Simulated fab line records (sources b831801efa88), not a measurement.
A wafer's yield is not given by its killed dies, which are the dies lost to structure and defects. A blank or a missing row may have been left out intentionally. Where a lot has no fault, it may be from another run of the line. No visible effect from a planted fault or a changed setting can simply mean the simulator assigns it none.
The tool behind it: which one? | flow gf180mcu | Sampling: 14 lots, 42 wafers, 3 of 602 route steps

== WHAT THE GAUGES SHOWED, per wafer ==
GF_M3_RS_MEAS_05: the measuring method here is four-point-probe. Usual: M3_ALCU_RS typically reads 0.0696 ohm/sq, with standard deviation 0.00089.
lot  | measured     | on            | M3_ALCU_RS (ohm/sq)  | flag
L900 | day 20 09:43 | film_metro-03 | 0.0703 0.0690 0.0697 |
L903 | day 21 17:37 | film_metro-03 | 0.0703 0.0697 0.0693 |
L904 | day 22 05:39 | film_metro-03 | 0.0675 0.0687 0.0686 |
L906 | day 22 18:09 | film_metro-04 | 0.0699 0.0692 0.0684 |
L908 | day 23 06:05 | film_metro-03 | 0.0696 0.0709 0.0698 |
L909 | day 23 15:00 | film_metro-03 | 0.0701 0.0692 0.0696 |
L915 | day 25 15:35 | film_metro-03 | 0.0705 0.0709 0.0699 |
L916 | day 26 03:22 | film_metro-04 | 0.0689 0.0684 0.0711 |
L917 | day 26 07:47 | film_metro-03 | 0.0710 0.0695 0.0712 |
L918 | day 27 00:44 | film_metro-04 | 0.0707 0.0699 0.0704 |
L919 | day 27 05:27 | film_metro-03 | 0.0701 0.0698 0.0698 |
L920 | day 27 07:47 | film_metro-04 | 0.0682 0.0700 0.0688 |
L921 | day 27 10:12 | film_metro-01 | 0.0677 0.0700 0.0690 |
L923 | day 28 03:20 | film_metro-01 | 0.0682 0.0687 0.0686 |

== WHICH TOOL RAN EACH LOT (tool, then ch and the chambers of the sampled wafers, then the start) ==
lot  | GF_V2_SPUTTER_22             | GF_M3_SPUTTER_02
L900 | pvd_sputter-03, day 20 08:51 | pvd_sputter-01, day 20 09:37
L903 | pvd_sputter-02, day 21 16:45 | pvd_sputter-01, day 21 17:31
L904 | pvd_sputter-04, day 22 04:48 | pvd_sputter-01, day 22 05:34
L906 | pvd_sputter-03, day 22 17:17 | pvd_sputter-01, day 22 18:02
L908 | pvd_sputter-02, day 23 05:12 | pvd_sputter-03, day 23 05:58
L909 | pvd_sputter-03, day 23 14:09 | pvd_sputter-01, day 23 14:55
L915 | pvd_sputter-03, day 25 14:42 | pvd_sputter-02, day 25 15:28
L916 | pvd_sputter-03, day 26 02:31 | pvd_sputter-01, day 26 03:16
L917 | pvd_sputter-02, day 26 06:44 | pvd_sputter-02, day 26 07:40
L918 | pvd_sputter-03, day 26 23:46 | pvd_sputter-02, day 27 00:38
L919 | pvd_sputter-04, day 27 04:35 | pvd_sputter-03, day 27 05:20
L920 | pvd_sputter-03, day 27 06:55 | pvd_sputter-01, day 27 07:41
L921 | pvd_sputter-04, day 27 09:20 | pvd_sputter-01, day 27 10:05
L923 | pvd_sputter-03, day 28 02:26 | pvd_sputter-01, day 28 03:15
- GF_V2_SPUTTER_22: material TiN, target thk 10 nm, time 40 s.
- GF_M3_SPUTTER_02: material AlCu, target thk 450 nm, time 23.9 s.

== WHAT THE TOOLS THEMSELVES READ (means of the sampled wafers that have a number; where no wafer has one, the mark that the record gives instead) ==
GF_V2_SPUTTER_22. Usual: throttle_valve_pct 30.2 %, standard deviation 1.
lot  | tool           | throttle_valve_pct (%) | flag
L900 | pvd_sputter-03 | 30.2                   |
L903 | pvd_sputter-02 | 29.4                   |
L904 | pvd_sputter-04 | 29.8                   |
L906 | pvd_sputter-03 | 29.9                   |
L908 | pvd_sputter-02 | 29.4                   |
L909 | pvd_sputter-03 | 30.4                   |
L915 | pvd_sputter-03 | 30.1                   |
L916 | pvd_sputter-03 | 30.8                   |
L917 | pvd_sputter-02 | 29.6                   |
L918 | pvd_sputter-03 | 29.9                   |
L919 | pvd_sputter-04 | 31.3                   |
L920 | pvd_sputter-03 | 30.4                   |
L921 | pvd_sputter-04 | 30.2                   |
L923 | pvd_sputter-03 | 30.0                   |

GF_M3_SPUTTER_02. Usual: throttle_valve_pct 30.0 %, standard deviation 0.83.
lot  | tool           | throttle_valve_pct (%) | flag
L900 | pvd_sputter-01 | 30.2                   |
L903 | pvd_sputter-01 | 30.2                   |
L904 | pvd_sputter-01 | 30.2                   |
L906 | pvd_sputter-01 | 30.1                   |
L908 | pvd_sputter-03 | 30.4                   |
L909 | pvd_sputter-01 | 29.9                   |
L915 | pvd_sputter-02 | 29.7                   |
L916 | pvd_sputter-01 | 30.4                   |
L917 | pvd_sputter-02 | 29.2                   |
L918 | pvd_sputter-02 | 29.7                   |
L919 | pvd_sputter-03 | 30.7                   |
L920 | pvd_sputter-01 | 30.0                   |
L921 | pvd_sputter-01 | 30.1                   |
L923 | pvd_sputter-01 | 30.2                   |

== THE ANSWER, worked out from the rows above alone ==
Rule: lot off if the mean of its wafers having a number is beyond 3 standard deviations from the usual mean. Also off: a lot with no number at a reading for which 4 or more lots have one. Any other lot the step has rows for is counted as sound. First the gauges in route order, then the tools' own readings, where a lot's mean is used as printed above. At the first step where some lot is off, the reading lying furthest off is the one used; lots without a number count as furthest.
Nothing can be told from this: no lot is off at any reading shown.

== WHAT THE SIMULATOR HAD PUT IN ==
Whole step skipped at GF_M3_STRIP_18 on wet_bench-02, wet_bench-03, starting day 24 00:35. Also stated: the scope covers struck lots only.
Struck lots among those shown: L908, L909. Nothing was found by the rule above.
